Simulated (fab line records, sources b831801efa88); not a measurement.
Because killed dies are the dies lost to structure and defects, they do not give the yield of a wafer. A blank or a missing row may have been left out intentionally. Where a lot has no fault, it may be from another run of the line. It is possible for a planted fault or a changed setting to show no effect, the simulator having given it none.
Matching of chambers -- flow sky130 -- SKY_CONTACT_CMP_27 on cmp-02 has 4 sister chambers
The step polishes, stops on SiO2, t overpolish 15 s, target thk 0 nm. 4 wafers are shown with their chamber, then 12 later ones without.

## EACH WAFER AND ITS CHAMBER
wafer,chamber,motorCurrentA (A)
L088.3,2,13.5
L090.1,0,9.8
L090.3,3,9.3
L090.5,1,11.9

## WAFERS WITH NO CHAMBER GIVEN
wafer,motorCurrentA (A)
L094.2,9.5
L094.3,11.3
L094.6,11.5
L095.3,13.2
L095.4,10.2
L095.5,12.7
L096.1,9.8
L096.2,12.1
L096.5,12.7
L097.1,11.8
L097.2,9.9
L097.6,9.3

## WHICH CHAMBER EACH WENT THROUGH
wafer,from the rows above,in truth
L094.2,can't be placed: 3 or 0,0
L094.3,1,1
L094.6,1,1
L095.3,2,2
L095.4,can't be placed: 0 or 3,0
L095.5,can't be placed: 1 or 2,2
L096.1,can't be placed: 0 or 3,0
L096.2,1,1
L096.5,can't be placed: 1 or 2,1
L097.1,1,1
L097.2,can't be placed: 0 or 3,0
L097.6,can't be placed: 3 or 0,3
5 of 12 placed correctly. From these rows, 7 cannot be placed; in 7 the true chamber is one of the candidates. Placed wrongly: 0.
How it was worked out, from the rows above alone: a wafer's distance from a chamber is the root of the sum, over the readings, of the square of ((its reading less the chamber's mean) divided by the reading's scatter). If the next closest chamber is less than 2 further off than the closest, the wafer can't be placed; otherwise it belongs to the closest. The mean given for a chamber averages the wafers shown for that chamber. The scatter: root of mean squared gap, hidden wafer to nearest shown wafer, with one shown wafer a chamber.
